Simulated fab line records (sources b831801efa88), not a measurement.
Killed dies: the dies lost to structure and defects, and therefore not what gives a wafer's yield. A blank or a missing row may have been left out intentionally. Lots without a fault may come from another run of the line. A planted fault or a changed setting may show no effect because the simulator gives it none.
Code-filled problem report in 8D (eight disciplines) form | flow gf180mcu | the parts of the form that need people (team, actions taken, sign-off) are left out

## 1. WHAT WENT WRONG
Mean of beam_energy_keV at GF_MVSD_IMPLANT_09: 104.47 across 6 wafers in 2 lots; on wafers with no fault it is 100.00 (standard deviation 0.031). That is +99 or more standard deviations from the usual mean.
The first sign was on wafer L734.1 at day 5 22:05, on implanter-04. The record has a number at this step for 39 wafers belonging to 13 lots. By rule, "out" or "out of limits" means more than 4 standard deviations away from the usual mean. Any other wafer with a number is counted as sound.

## 2. WHAT IT IS, AND WHAT IT ISN'T
question                    | is                     | is not
which readings at this step | beam_energy_keV        | -
which lots                  | L734, L735             | L728, L730, L731, L732, L733, L744, L745, L747, L749, L750, L751
which wafers of those lots  | all that have a number | -
read on which tools         | implanter-04           | implanter-01, implanter-02
when                        | from day 5 22:05       | up to then (15 sound wafers); but 18 sound wafers of L744, L745, L747, L749, L750, L751 came after

## 3. WHAT RULES OUT EACH SUSPECT
Counting: any tool at a process step up to the reading is kept as a suspect provided that every lot that is out went through it and no sound lot did after the first of them.
- rie_si-01 at GF_STI_ETCH_14 (etches Si in HBr/Cl2/O2, target depth 360 nm, time 102.9 s): ruled out as a lasting fault. After its first lot that is out, L734 (day 3 09:10), sound lots L747, L750 ran on it.
- cmp-01 at GF_STI_CMP_25 (polishes, stops on Si3N4, t overpolish 33 s, target thk 524.6 nm): ruled out as a lasting fault. After its first lot that is out, L734 (day 3 11:04), sound lots L744, L745, L747, L749, L751 ran on it.
- implanter-04 at GF_MVSD_IMPLANT_09: ruled out as a lasting fault. After its first lot that is out, L734 (day 5 22:05), sound lots L751 ran on it.
Left after counting: nothing in the record.

## 4. THE CAUSE (what the simulator had put in)
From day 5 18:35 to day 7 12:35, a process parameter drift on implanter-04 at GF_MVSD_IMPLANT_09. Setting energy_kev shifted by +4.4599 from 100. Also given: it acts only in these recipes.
Counting ruled it out, wrongly.

## 5. THE CHAIN OF EFFECTS, in route order
Rows list readings where the struck wafers' mean (over those with a number) sits beyond 3 standard deviations from the usual. Only readings whose record carries a usual standard deviation are examined. hours: median over the lots of the time between each lot's start at the first step of this table that gives one and its start at this step. sigmas: the change, counted in usual standard deviations.
hours | step               | reading         | usual  | on struck wafers | change | sigmas
0     | GF_MVSD_IMPLANT_09 | beam_energy_keV | 100.00 | 104.47           | +4.47  | +99 or more
Process steps it contains:
- GF_MVSD_IMPLANT_09

## 6. HOW IT WOULD HAVE BEEN CAUGHT EARLIER
First out-of-limits reading in this record: day 5 22:05, which is 4 hours after fault onset at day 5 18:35.
